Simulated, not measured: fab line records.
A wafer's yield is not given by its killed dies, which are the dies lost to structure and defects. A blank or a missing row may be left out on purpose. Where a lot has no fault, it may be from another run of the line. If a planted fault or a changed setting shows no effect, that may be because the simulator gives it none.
The same fault as seen by 2 desks || flow sky130 || what lay behind the numbers comes last; until then each desk has only its own

METROLOGY DESK
Means of the sampled wafers that have a number, per lot and without regard to the tool the lot ran on: this is what the gauges read. A lot is out of limits, marked OUT, if its mean lies more than 4 standard deviations from the usual mean; the brackets give that distance.
Columns: A = PASSIVATION_CVD_00_THK at SKY_PASSIVATION_THK_MEAS_01, usual 89.6 nm
{"lot": "L441", "first seen here": "day 44 03:22", "A": 88.9}
{"lot": "L442", "first seen here": "day 44 17:41", "A": 90.8}
{"lot": "L443", "first seen here": "day 44 21:34", "A": 89.7}
{"lot": "L444", "first seen here": "day 45 03:17", "A": 90.6}
{"lot": "L445", "first seen here": "day 45 05:38", "A": 90.4}
{"lot": "L449", "first seen here": "day 46 07:10", "A": 89.5}
{"lot": "L450", "first seen here": "day 46 23:16", "A": 88.4}
{"lot": "L452", "first seen here": "day 47 06:03", "A": 90.3}
{"lot": "L456", "first seen here": "day 48 08:26", "A": 89.3}
{"lot": "L457", "first seen here": "day 48 23:19", "A": 90.1}
{"lot": "L459", "first seen here": "day 49 01:02", "A": 88.5}
{"lot": "L460", "first seen here": "day 49 01:16", "A": 90.3}
Result from this desk: across the 12 lots, nothing is out of limits.

FOR THE TOOL OWNER'S DESK: plasma_asher-02
The tool's own readings at SKY_CAP2M_STRIP_14 (strips in O2/N2): means of the sampled wafers that have a number, for each lot that ran on this tool. A lot is out of limits, marked OUT, if its mean lies more than 4 standard deviations from the usual mean; the brackets give that distance.
Columns: A = drypump_motor_current_A at SKY_CAP2M_STRIP_14, usual 5.6 A; B = oes_product_au at SKY_CAP2M_STRIP_14, usual 0.710 a.u.; C = strip_time_to_endpoint_s at SKY_CAP2M_STRIP_14, usual 12.65 s
{"lot": "L445", "first seen here": "day 42 07:35", "A": 6.4, "B": 0.706, "C": 12.67}
{"lot": "L450", "first seen here": "day 44 02:45", "A": 6.3, "B": 0.712, "C": 12.65}
{"lot": "L456", "first seen here": "day 45 16:54", "A": 6.4, "B": 0.712, "C": 12.70}
{"lot": "L457", "first seen here": "day 46 08:30", "A": 6.3, "B": 0.709, "C": 12.69}
{"lot": "L459", "first seen here": "day 46 09:30", "A": 6.4, "B": 0.708, "C": 12.65}
{"lot": "L460", "first seen here": "day 46 10:15", "A": 6.3, "B": 0.707, "C": 12.60}
Result from this desk: across the 6 lots, nothing is out of limits.

TAKEN TOGETHER
The metrology desk saw nothing out of limits.
Nothing out of limits was seen by the tool owner's desk.

WHAT THE SIMULATOR PUT IN
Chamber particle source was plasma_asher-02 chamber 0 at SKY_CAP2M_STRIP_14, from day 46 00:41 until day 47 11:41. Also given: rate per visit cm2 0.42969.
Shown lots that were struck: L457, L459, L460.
